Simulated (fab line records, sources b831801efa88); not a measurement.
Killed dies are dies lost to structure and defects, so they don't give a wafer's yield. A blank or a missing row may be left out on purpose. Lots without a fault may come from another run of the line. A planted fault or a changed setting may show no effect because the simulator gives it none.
fab line records | flow sky130
record lots=5 wafers=23
route steps=708 shown POLY_CUT@310 SD_P@326 SD_N@344 LI_CONTACT@364 LOCAL_INTERCONNECT@387 CONTACT@430
start_h: hours from the record's first day to the start of the lot's first wafer shown | wait_h: hours since the lot's step before | " the same as in the row above | L1.1+2: a row that stands for several wafers | - no value, or no start given | * or withheld: withheld | < > ~ a bound
route shown NAME@n: a module of which the file shows steps, and the number in the route of the first | usual: mean/standard deviation of fault-free wafers | same: alike in all rows | chamber/n: place in a boat | sites: the reading at each site | _std_site: their standard deviation | _edge_site: outer sites' mean less inner sites' | radius_mm: how far each site lies from the wafer's centre | mask NAME#n: copy n | behind: the tool/chamber that last shaped the wafer | hold: why the lot was held/for how many hours/how that ended | device: the transistor (n, p or np) that didn't switch | end of line: the same wafers' tests at the end of the route | a step without rows: its recipe alone | killed: dies lost to structure and defects at the first sort, not the wafer's yield | map: a wafer's dies, x killed, . not, _ none there
set.NAME: the setting as run; set.NAME@STEP: as run at that earlier step | model.NAME: the simulator's own value behind a step, which no gauge read
lots whose settings were changed on purpose; a table a step, a row a wafer
## steps
# step SKY_POLY_CUT_COAT_03
# recipe resist=KrF-thick spin_rpm=3000 resist_thk_nm=450
# columns lot.wafer tool chamber start_h wait_h set.spin_rpm model.KrF-thick_of_POLY_CUT_COAT_03.thk_nm
L079.1 litho_track-02 0 - - 3000 450.1
L079.2+3 " 0 " " 2815 463.7
L079.4 " 0 " " 3000 450.3
L079.6 " 0 " " 3000 450.4
L077.1 litho_track-02 0 - - 2863 459.2
L077.2 " 0 " " 3000 450.1
L077.3 " 0 " " 3000 450.3
L077.5 " 0 " " 2863 460.5
L077.6 " 0 " " 3000 449.6
L080.1 litho_track-02 0 - - 3000 450.5
L080.2 " 0 " " 3000 449.5
L080.4 " 0 " " 2873 460.6
L080.5 " 0 " " 2873 460.3
L080.6 " 0 " " 3000 450.1
L084.1 litho_track-03 0 - - 3000 448.6
L084.3 " 0 " " 3000 449.3
L084.4 " 0 " " 3000 451.7
L084.5 " 0 " " 3000 450.7
L084.6 " 0 " " 3000 449.8
L085.3 litho_track-02 0 - - 3000 448.3
L085.4 " 0 " " 3000 449
L085.5 " 0 " " 3000 448
# step SKY_POLY_CUT_SOFTBAKE_04
# recipe temp_c=100.8 time_s=90 resist=KrF-thick
# step SKY_POLY_CUT_EXPOSE_05
# recipe mask_id=NPCM na=0.8 source_shape=annular sigma_inner=0.55 sigma_outer=0.85 target_cd_nm=270 dose_mj=32
# step SKY_POLY_CUT_ETCH_10
# recipe chemistry=N2/H2 target=BARC ion_energy_ev=200 source_w=500 bias_w=100 pressure_mtorr=30 n2_flow_sccm=100 h2_flow_sccm=200 stop_on=SiO2 time_s=45.9 target_depth_a=600
# step SKY_POLY_CUT_ETCH_11
# recipe target=Si3N4 chemistry=CF4/CH2F2/Ar stop_on=poly-Si source_w=600 bias_w=150 pressure_mtorr=40 cf4_flow_sccm=40 ch2f2_flow_sccm=20 Ar_flow_sccm=150 time_s=42.5 target_depth_a=600
# step SKY_POLY_CUT_STRIP_12
# recipe chemistry=O2/N2 power_w=1400 pressure_mtorr=1500 platen_temp_c=withheld o2_flow_sccm=3000 n2_flow_sccm=300 overash_fraction=0.5
# usual strip_time_to_endpoint_s=5.346/0.018
# columns lot.wafer tool chamber start_h wait_h set.spin_rpm@POLY_CUT_COAT_03 strip_time_to_endpoint_s
L079.1 plasma_asher-03 1 646.42 0.0 3000 5.348
L079.2 " 0 " " 2815 5.471
L079.3 " 0 " " 2815 5.476
L079.4 " 1 " " 3000 5.353
L079.6 " 1 " " 3000 5.353
L077.1 plasma_asher-01 0 647.56 0.0 2863 5.459
L077.2 " 1 " " 3000 5.352
L077.3 " 1 " " 3000 5.345
L077.5 " 1 " " 2863 5.461
L077.6 " 0 " " 3000 5.356
L080.1 plasma_asher-01 0 655.61 0.0 3000 5.367
L080.2 " 1 " " 3000 5.354
L080.4 " 0 " " 2873 5.445
L080.5 " 1 " " 2873 5.457
L080.6 " 0 " " 3000 5.362
L084.1 plasma_asher-01 0 727.76 0.1 3000 5.318
L084.3 " 1 " " 3000 5.336
L084.4 " 0 " " 3000 5.372
L084.5 " 1 " " 3000 5.359
L084.6 " 0 " " 3000 5.334
L085.3 plasma_asher-01 1 728.74 0.1 3000 5.323
L085.4 " 0 " " 3000 5.341
L085.5 " 0 " " 3000 5.320
# step SKY_SD_P_DEVELOP_06
# recipe resist=NOVOLAK developer=TMAH develop_time_s=60 dev_temp_c=23
# columns lot.wafer tool chamber start_h wait_h set.develop_time_s
L079.1+3 litho_track-02 0 673.23 0.1 63.44
L079.2+4+6 " 0 " " 60
L077.1+5+6 litho_track-02 0 675.03 0.1 51.29
L077.2+3 " 0 " " 60
L080.1+2+4+5+6 litho_track-03 0 683.19 0.1 60
L084.1+5+6 litho_track-02 0 754.63 0.1 52.66
L084.3+4 " 0 " " 60
L085.3+4+5 litho_track-01 0 755.97 0.1 60
# step SKY_SD_P_CD_MEAS_07
# recipe target_cd_nm=380
# usual cd_nm=379.8/1.7
# columns lot.wafer tool chamber start_h wait_h set.develop_time_s@SD_P_DEVELOP_06 cd_nm
L079.1 cd_sem-01 - 673.38 0.1 63.44 384.8
L079.2 " - " " 60 377.5
L079.3 " - " " 63.44 385.4
L079.4 " - " " 60 377.5
L079.6 " - " " 60 381.9
L077.1 cd_sem-01 - 675.18 0.1 51.29 365.1
L077.2 " - " " 60 379.5
L077.3 " - " " 60 377.8
L077.5 " - " " 51.29 362.7
L077.6 " - " " 51.29 362.7
L080.1 cd_sem-01 - 683.34 0.1 60 379.6
L080.2 " - " " 60 380.4
L080.4 " - " " 60 380.8
L080.5 " - " " 60 381.2
L080.6 " - " " 60 380.0
L084.1 cd_sem-01 - 754.78 0.1 52.66 366.4
L084.3 " - " " 60 380.9
L084.4 " - " " 60 378.9
L084.5 " - " " 52.66 367.6
L084.6 " - " " 52.66 367.8
L085.3 cd_sem-01 - 756.11 0.1 60 379.9
L085.4 " - " " 60 380.0
L085.5 " - " " 60 379.1
# step SKY_SD_N_COAT_02
# recipe resist=NOVOLAK spin_rpm=3000 resist_thk_nm=1140
# columns lot.wafer tool chamber start_h wait_h set.resist_thk_nm model.NOVOLAK_of_SD_N_COAT_02.thk_nm
L079.1+2 litho_track-01 0 714.27 0.1 1140 1131
L079.3 " 0 " " 1159 1152
L079.4 " 0 " " 1159 1153
L079.6 " 0 " " 1159 1151
L077.1 litho_track-01 0 715.77 0.1 1117 1116
L077.2 " 0 " " 1117 1117
L077.3 " 0 " " 1140 1140
L077.5 " 0 " " 1140 1136
L077.6 " 0 " " 1140 1133
L080.1 litho_track-02 0 725.28 0.1 1140 1138
L080.2 " 0 " " 1140 1142
L080.4 " 0 " " 1122 1122
L080.5 " 0 " " 1140 1140
L080.6 " 0 " " 1122 1121
L084.1 litho_track-02 0 791.78 0.1 1108 1108
L084.3 " 0 " " 1108 1111
L084.4 " 0 " " 1140 1141
L084.5 " 0 " " 1108 1110
L084.6 " 0 " " 1140 1139
L085.3 litho_track-01 0 792.77 0.1 1140 1140
L085.4 " 0 " " 1140 1136
L085.5 " 0 " " 1140 1138
# step SKY_SD_N_STRIP_11
# recipe chemistry=O2/N2 power_w=1400 pressure_mtorr=1500 platen_temp_c=withheld o2_flow_sccm=3000 n2_flow_sccm=300 overash_fraction=0.5
# usual strip_time_to_endpoint_s=22.55/0.047
# columns lot.wafer tool chamber start_h wait_h set.power_w strip_time_to_endpoint_s
L079.1 plasma_asher-04 1 728.80 0.1 1400 22.41
L079.2 " 0 " " 1400 22.42
L079.3 " 0 " " 1400 22.61
L079.4 " 1 " " 1400 22.65
L079.6 " 1 " " 1400 22.64
L077.1 plasma_asher-03 1 730.15 0.1 1400 22.28
L077.2 " 0 " " 1400 22.31
L077.3 " 0 " " 1400 22.58
L077.5 " 1 " " 1400 22.51
L077.6 " 0 " " 1400 22.48
L080.1 plasma_asher-04 1 738.76 0.1 1400 22.53
L080.2 " 0 " " 1328 23.59
L080.4 " 0 " " 1400 22.35
L080.5 " 0 " " 1328 23.54
L080.6 " 1 " " 1400 22.34
L084.1 plasma_asher-03 1 806.88 0.1 1279 23.86
L084.3 " 1 " " 1279 23.87
L084.4 " 0 " " 1400 22.55
L084.5 " 1 " " 1400 22.18
L084.6 " 0 " " 1279 24.23
L085.3 plasma_asher-01 0 807.59 0.1 1400 22.57
L085.4 " 1 " " 1400 22.54
L085.5 " 1 " " 1400 22.55
# step SKY_LI_CONTACT_CMP_02
# recipe material=PSG down_force_psi=4 platen_rpm=60 pad_velocity_m_s=0.94248
# columns lot.wafer tool chamber start_h wait_h set.leave_above_ref_nm model.PSG_of_LI_CONTACT_HDPCVD_00.thk_nm
L079.2 cmp-01 0 729.77 0.0 582.4 582.1
L079.4 " 1 " " 582.4 583.9
L079.1 " 2 " " 597.2 597.6
L079.3 " 3 " " 597.2 597.7
L079.6 " 1 " " 597.2 597.8
L077.3 cmp-02 3 731.07 0.0 597.2 597.7
L077.1 " 0 " " 597.2 597.4
L077.2 " 1 " " 610.7 611
L077.5 " 3 " " 610.7 610.8
L077.6 " 0 " " 610.7 611.7
L080.1 cmp-01 1 739.68 0.1 597.2 597.8
L080.2 " 3 " " 569.2 570
L080.4 " 0 " " 597.2 596.3
L080.6 " 1 " " 569.2 570.2
L080.5 " 2 " " 597.2 597.6
L084.3 cmp-01 2 807.86 0.1 563 562.9
L084.1 " 3 " " 563 563.2
L084.4 " 0 " " 597.2 596.3
L084.6 " 1 " " 597.2 598.3
L084.5 " 2 " " 597.2 597
L085.4 cmp-02 1 808.53 0.1 597.2 595.3
L085.3 " 3 " " 597.2 596.4
L085.5 " 0 " " 597.2 596.3
# step SKY_LI_CONTACT_ETCH_14
# recipe chemistry=N2/H2 target=BARC ion_energy_ev=200 source_w=500 bias_w=100 pressure_mtorr=30 n2_flow_sccm=100 h2_flow_sccm=200 stop_on=SiO2 time_s=45.9 target_depth_a=600
# columns lot.wafer tool chamber start_h wait_h set.bias_w
L079.1+3+4 rie_diel-04 0,1,1 757.86 0.0 111.9
L079.2+6 " 2 " " 100
L077.1+2+3+5+6 rie_diel-04 0,2,1,2,0 759.53 0.0 100
L080.1+2+4 rie_diel-04 0,1,2 767.29 0.0 106.3
L080.5+6 " 0,1 " " 100
L084.1+4+6 rie_diel-01 2,0,0 834.31 0.0 100
L084.3+5 " 1,3 " " 95.45
L085.3+4+5 rie_diel-04 0,3,0 834.99 0.0 100
# step SKY_LI_CONTACT_ETCH_15
# recipe target=PSG chemistry=C4F8/O2/Ar stop_on=Si taper_deg=4.15 mask_material=KrF-thick source_w=1500 bias_w=1200 pressure_mtorr=40 c4f8_flow_sccm=withheld O2_flow_sccm=6 Ar_flow_sccm=300 time_s=withheld target_depth_a=6000
# usual oes_product_au=0.837/0.0043
# columns lot.wafer tool chamber start_h wait_h set.leave_above_ref_nm@LI_CONTACT_CMP_02 oes_product_au model.LI_CONTACT.feature_depth_nm
L079.1 rie_diel-04 0 757.90 0.0 597.2 0.834 597.6
L079.2 " 2 " " 582.4 0.828 582.1
L079.3 " 1 " " 597.2 0.842 597.7
L079.4 " 1 " " 582.4 0.825 583.9
L079.6 " 2 " " 597.2 0.842 597.8
L077.1 rie_diel-04 0 759.57 0.0 597.2 0.839 597.4
L077.2 " 2 " " 610.7 0.851 611
L077.3 " 1 " " 597.2 0.841 597.7
L077.5 " 2 " " 610.7 0.851 610.8
L077.6 " 0 " " 610.7 0.848 611.7
L080.1 rie_diel-04 0 767.33 0.0 597.2 0.841 597.8
L080.2 " 1 " " 569.2 0.813 570
L080.4 " 2 " " 597.2 0.844 596.3
L080.5 " 0 " " 597.2 0.832 597.6
L080.6 " 1 " " 569.2 0.810 570.2
L084.1 rie_diel-01 2 834.35 0.0 563 0.808 563.2
L084.3 " 1 " " 563 0.812 562.9
L084.4 " 0 " " 597.2 0.836 596.3
L084.5 " 3 " " 597.2 0.839 597
L084.6 " 0 " " 597.2 0.845 598.3
L085.3 rie_diel-04 0 835.04 0.0 597.2 0.848 596.4
L085.4 " 3 " " 597.2 0.840 595.3
L085.5 " 0 " " 597.2 0.841 596.3
# step SKY_LI_CONTACT_SPUTTER_19
# recipe material=Ti target_thk_nm=20 chamber_pressure_pa=5 power_w=2500 substrate_temp_c=200 time_s=106.37
# columns lot.wafer tool chamber start_h wait_h set.chamber_pressure_pa model.Ti_of_LI_CONTACT_SPUTTER_19.thk_nm
L079.1 pvd_sputter-01 - 758.30 0.0 5.407 18.81
L079.2 " - " " 5.407 18.75
L079.3+6 " - " " 5.407 18.59
L079.4 " - " " 5.407 18.7
L077.1 pvd_sputter-03 - 759.97 0.0 4.636 21.59
L077.2 " - " " 4.636 21.88
L077.3 " - " " 4.636 21.56
L077.5 " - " " 4.636 21.54
L077.6 " - " " 4.636 21.77
L080.1 pvd_sputter-02 - 767.72 0.0 4.793 20.72
L080.2+4 " - " " 4.793 20.81
L080.5 " - " " 4.793 20.91
L080.6 " - " " 4.793 20.8
L084.1 pvd_sputter-01 - 834.77 0.0 5.713 17.27
L084.3 " - " " 5.713 17.49
L084.4 " - " " 5.713 17.2
L084.5 " - " " 5.713 17.24
L084.6 " - " " 5.713 17.05
L085.3 pvd_sputter-02 - 835.43 0.0 5 20.25
L085.4 " - " " 5 20.07
L085.5 " - " " 5 19.93
# step SKY_LOCAL_INTERCONNECT_SPUTTER_00
# recipe material=TiN target_thk_nm=100 temp_c=300 power_w=6500 time_s=83.3 chamber_pressure_pa=0.4
# columns lot.wafer tool chamber start_h wait_h set.power_w model.TiN_of_LOCAL_INTERCONNECT_SPUTTER_00.thk_nm
L079.1 pvd_sputter-03 - 759.04 0.1 6500 98.58
L079.2 " - " " 6500 100
L079.3 " - " " 5876 89.8
L079.4 " - " " 5876 89.19
L079.6 " - " " 6500 98.12
L077.1+2 pvd_sputter-04 - 760.71 0.1 6500 102
L077.3 " - " " 6500 101.3
L077.5 " - " " 6500 102.4
L077.6 " - " " 6500 101.6
L080.1 pvd_sputter-04 - 768.46 0.1 6500 102
L080.2 " - " " 6500 100.2
L080.4+5 " - " " 6500 100.8
L080.6 " - " " 6500 102.1
L084.1 pvd_sputter-04 - 835.63 0.2 6500 101.9
L084.3 " - " " 6896 108.3
L084.4 " - " " 6500 102.2
L084.5 " - " " 6500 100.9
L084.6 " - " " 6896 108.2
L085.3 pvd_sputter-02 - 836.17 0.2 6500 99.82
L085.4 " - " " 6500 99.76
L085.5 " - " " 6500 101
# step SKY_LOCAL_INTERCONNECT_RS_MEAS_01
# recipe thk_meas_gauge=four-point-probe reads=TiN_of_LOCAL_INTERCONNECT_SPUTTER_00
# usual LOCAL_INTERCONNECT_TIN_RS=14.11/0.2
# columns lot.wafer tool chamber start_h wait_h set.power_w@LOCAL_INTERCONNECT_SPUTTER_00 LOCAL_INTERCONNECT_TIN_RS[ohm/sq]
L079.1 film_metro-01 - 759.11 0.0 6500 14.36
L079.2 " - " " 6500 14.09
L079.3 " - " " 5876 15.78
L079.4 " - " " 5876 15.91
L079.6 " - " " 6500 14.43
L077.1 film_metro-02 - 760.77 0.0 6500 13.86
L077.2 " - " " 6500 13.84
L077.3 " - " " 6500 13.99
L077.5 " - " " 6500 13.79
L077.6 " - " " 6500 13.93
L080.1 film_metro-04 - 768.52 0.0 6500 13.88
L080.2 " - " " 6500 14.09
L080.4 " - " " 6500 14.04
L080.5 " - " " 6500 14.04
L080.6 " - " " 6500 13.84
L084.1 film_metro-02 - 835.87 0.2 6500 13.88
L084.3 " - " " 6896 13.01
L084.4 " - " " 6500 13.82
L084.5 " - " " 6500 14.04
L084.6 " - " " 6896 13.07
L085.3 film_metro-02 - 836.28 0.1 6500 14.18
L085.4 " - " " 6500 14.18
L085.5 " - " " 6500 14.02
# step SKY_LOCAL_INTERCONNECT_THK_MEAS_02
# recipe thk_meas_gauge=xrf reads=TiN_of_LOCAL_INTERCONNECT_SPUTTER_00
# usual LOCAL_INTERCONNECT_TIN_THK=100.4/1.4
# columns lot.wafer tool chamber start_h wait_h set.power_w@LOCAL_INTERCONNECT_SPUTTER_00 LOCAL_INTERCONNECT_TIN_THK[nm]
L079.1 film_metro-01 - 759.23 0.1 6500 98.9
L079.2 " - " " 6500 100.7
L079.3 " - " " 5876 90.4
L079.4 " - " " 5876 89.6
L079.6 " - " " 6500 98.5
L077.1 film_metro-02 - 760.89 0.1 6500 101.9
L077.2 " - " " 6500 102.7
L077.3 " - " " 6500 101.8
L077.5 " - " " 6500 102.7
L077.6 " - " " 6500 102.0
L080.1 film_metro-04 - 768.64 0.1 6500 101.7
L080.2 " - " " 6500 100.6
L080.4 " - " " 6500 100.5
L080.5 " - " " 6500 101.0
L080.6 " - " " 6500 102.4
L084.1 film_metro-02 - 835.99 0.1 6500 102.0
L084.3 " - " " 6896 108.7
L084.4 " - " " 6500 102.1
L084.5 " - " " 6500 101.0
L084.6 " - " " 6896 108.1
L085.3 film_metro-02 - 836.38 0.1 6500 100.0
L085.4 " - " " 6500 99.8
L085.5 " - " " 6500 101.0
# step SKY_LOCAL_INTERCONNECT_ETCH_13
# recipe chemistry=N2/H2 target=BARC ion_energy_ev=200 bias_w=100 pressure_mtorr=30 n2_flow_sccm=100 h2_flow_sccm=200 icp_w=500 stop_on=SiO2 time_s=45.9 target_depth_a=600
# columns lot.wafer tool chamber start_h wait_h set.icp_w model.KrF-thick_of_LOCAL_INTERCONNECT_COAT_06.thk_nm
L079.1 rie_metal-01 0 785.23 0.0 500 392.8
L079.2 " 1 " " 530.8 391.9
L079.3 " 0 " " 500 -
L079.4 " 1 " " 530.8 -
L079.6 " 0 " " 530.8 389.3
L077.1 rie_metal-01 0 786.79 0.0 500 394.2
L077.2 " 1 " " 500 393.6
L077.3 " 1 " " 500 393
L077.5 " 1 " " 550.7 390.9
L077.6 " 0 " " 550.7 390.1
L080.1 rie_metal-01 1 792.89 0.0 500 395
L080.2 " 0 " " 441.3 399.5
L080.4 " 1 " " 441.3 398.6
L080.5 " 0 " " 500 394.3
L080.6 " 1 " " 500 393.3
L084.1 rie_metal-01 1 860.34 0.0 454.4 397.1
L084.3 " 0 " " 500 -
L084.4 " 1 " " 500 393.3
L084.5 " 0 " " 454.4 396.3
L084.6 " 1 " " 454.4 -
L085.3 rie_metal-02 1 860.71 0.0 500 391.6
L085.4 " 0 " " 500 392.3
L085.5 " 0 " " 500 393.3
# step SKY_LOCAL_INTERCONNECT_METAL_ETCH_14
# recipe target_depth_nm=110 stop_on=PSG chemistry=Cl2/BCl3 target=TiN resist_sidewall_deg=88 pressure_mtorr=10 icp_w=900 bias_w=48.5 Cl2_flow_sccm=60 bcl3_flow_sccm=30 time_s=31.4
# usual oes_product_au=0.942/0.0086
# columns lot.wafer tool chamber start_h wait_h set.power_w@LOCAL_INTERCONNECT_SPUTTER_00 set.icp_w@LOCAL_INTERCONNECT_ETCH_13 oes_product_au model.KrF-thick_of_LOCAL_INTERCONNECT_COAT_06.thk_nm
L079.1 rie_metal-01 0 785.29 0.0 6500 500 0.932 349.4
L079.2 " 1 " " 6500 530.8 0.941 348.5
L079.3 " 0 " " 5876 500 0.883 -
L079.4 " 1 " " 5876 530.8 0.878 -
L079.6 " 0 " " 6500 530.8 0.941 345.2
L077.1 rie_metal-01 0 786.86 0.0 6500 500 0.957 350.9
L077.2 " 1 " " 6500 500 0.943 350
L077.3 " 1 " " 6500 500 0.945 349.8
L077.5 " 1 " " 6500 550.7 0.955 347.7
L077.6 " 0 " " 6500 550.7 0.957 346.8
L080.1 rie_metal-01 1 792.96 0.0 6500 500 0.954 351.5
L080.2 " 0 " " 6500 441.3 0.947 355.9
L080.4 " 1 " " 6500 441.3 0.941 354.9
L080.5 " 0 " " 6500 500 0.947 350.4
L080.6 " 1 " " 6500 500 0.950 349.3
L084.1 rie_metal-01 1 860.41 0.0 6500 454.4 0.956 352.9
L084.3 " 0 " " 6896 500 0.974 -
L084.4 " 1 " " 6500 500 0.960 349.2
L084.5 " 0 " " 6500 454.4 0.952 352.8
L084.6 " 1 " " 6896 454.4 0.989 -
L085.3 rie_metal-02 1 860.77 0.0 6500 500 0.938 347.3
L085.4 " 0 " " 6500 500 0.935 348.2
L085.5 " 0 " " 6500 500 0.951 349.5
# step SKY_CONTACT_CVD_24
# recipe material=W target_thk_nm=340 time_s=102.12 temp_c=400 pressure_torr=40
# columns lot.wafer tool chamber start_h wait_h set.pressure_torr model.W_of_CONTACT_CVD_24.thk_nm
L079.1 cvd_w-01 0 812.53 0.0 36.49 325.7
L079.2 " 1 " " 36.49 324.6
L079.3 " 1 " " 36.49 326.4
L079.4 " 0 " " 36.49 318.3
L079.6 " 0 " " 36.49 322.6
L077.1 cvd_w-01 0 814.13 0.0 36.3 318.7
L077.2 " 1 " " 36.3 324.8
L077.3 " 1 " " 36.3 320.7
L077.5 " 0 " " 36.3 319.9
L077.6 " 1 " " 36.3 322
L080.1 cvd_w-02 1 820.30 0.0 40 334.7
L080.2 " 0 " " 40 338.8
L080.4 " 0 " " 40 338.6
L080.5 " 0 " " 40 336.3
L080.6 " 1 " " 40 333.2
L084.1 cvd_w-01 1 888.91 0.0 36.91 326
L084.3 " 0 " " 36.91 321.4
L084.4 " 1 " " 36.91 331.9
L084.5 " 0 " " 36.91 325.3
L084.6 " 1 " " 36.91 326.1
L085.3 cvd_w-02 1 889.38 0.1 40 335.9
L085.4 " 0 " " 40 346.3
L085.5 " 0 " " 40 346
## key
split step=SKY_POLY_CUT_COAT_03 setting=spin_rpm stated=3000 by=wafer
response step=SKY_POLY_CUT_COAT_03 reading=model.KrF-thick_of_POLY_CUT_COAT_03.thk_nm change=-2.24 per=1% r=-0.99
response step=SKY_POLY_CUT_STRIP_12 reading=strip_time_to_endpoint_s change=* per=1% r=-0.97
split step=SKY_SD_P_DEVELOP_06 setting=develop_time_s stated=60 by=wafer
response step=SKY_SD_P_CD_MEAS_07 reading=cd_nm change=+1.04 per=1% r=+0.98
split step=SKY_SD_N_COAT_02 setting=resist_thk_nm stated=1140 by=wafer
response step=SKY_SD_N_COAT_02 reading=model.NOVOLAK_of_SD_N_COAT_02.thk_nm change=+11 per=1% r=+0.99
split step=SKY_SD_N_STRIP_11 setting=power_w stated=1400 by=wafer
response step=SKY_SD_N_STRIP_11 reading=strip_time_to_endpoint_s change=* per=1% r=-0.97
split step=SKY_LI_CONTACT_CMP_02 setting=leave_above_ref_nm stated=597.2 by=wafer
response step=SKY_LI_CONTACT_CMP_02 reading=model.PSG_of_LI_CONTACT_HDPCVD_00.thk_nm change=+5.91 per=1% r=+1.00
response step=SKY_LI_CONTACT_ETCH_15 reading=oes_product_au change=+0.00532 per=1% r=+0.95
response step=SKY_LI_CONTACT_ETCH_15 reading=model.LI_CONTACT.feature_depth_nm change=+5.91 per=1% r=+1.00
split step=SKY_LI_CONTACT_ETCH_14 setting=bias_w stated=100 by=wafer
response none clear
split step=SKY_LI_CONTACT_SPUTTER_19 setting=chamber_pressure_pa stated=5 by=lot
response step=SKY_LI_CONTACT_SPUTTER_19 reading=model.Ti_of_LI_CONTACT_SPUTTER_19.thk_nm change=-0.197 per=1% r=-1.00
split step=SKY_LOCAL_INTERCONNECT_SPUTTER_00 setting=power_w stated=6500 by=wafer
response step=SKY_LOCAL_INTERCONNECT_SPUTTER_00 reading=model.TiN_of_LOCAL_INTERCONNECT_SPUTTER_00.thk_nm change=+1.01 per=1% r=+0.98
response step=SKY_LOCAL_INTERCONNECT_RS_MEAS_01 reading=LOCAL_INTERCONNECT_TIN_RS change=-0.156 per=1% r=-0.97
response step=SKY_LOCAL_INTERCONNECT_THK_MEAS_02 reading=LOCAL_INTERCONNECT_TIN_THK change=+1.01 per=1% r=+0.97
response step=SKY_LOCAL_INTERCONNECT_METAL_ETCH_14 reading=oes_product_au change=+0.00549 per=1% r=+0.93
split step=SKY_LOCAL_INTERCONNECT_ETCH_13 setting=icp_w stated=500 by=wafer
response step=SKY_LOCAL_INTERCONNECT_ETCH_13 reading=model.KrF-thick_of_LOCAL_INTERCONNECT_COAT_06.thk_nm change=-0.367 per=1% r=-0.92
response step=SKY_LOCAL_INTERCONNECT_METAL_ETCH_14 reading=model.KrF-thick_of_LOCAL_INTERCONNECT_COAT_06.thk_nm change=-0.379 per=1% r=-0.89
split step=SKY_CONTACT_CVD_24 setting=pressure_torr stated=40 by=lot
response step=SKY_CONTACT_CVD_24 reading=model.W_of_CONTACT_CVD_24.thk_nm change=+1.78 per=1% r=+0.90
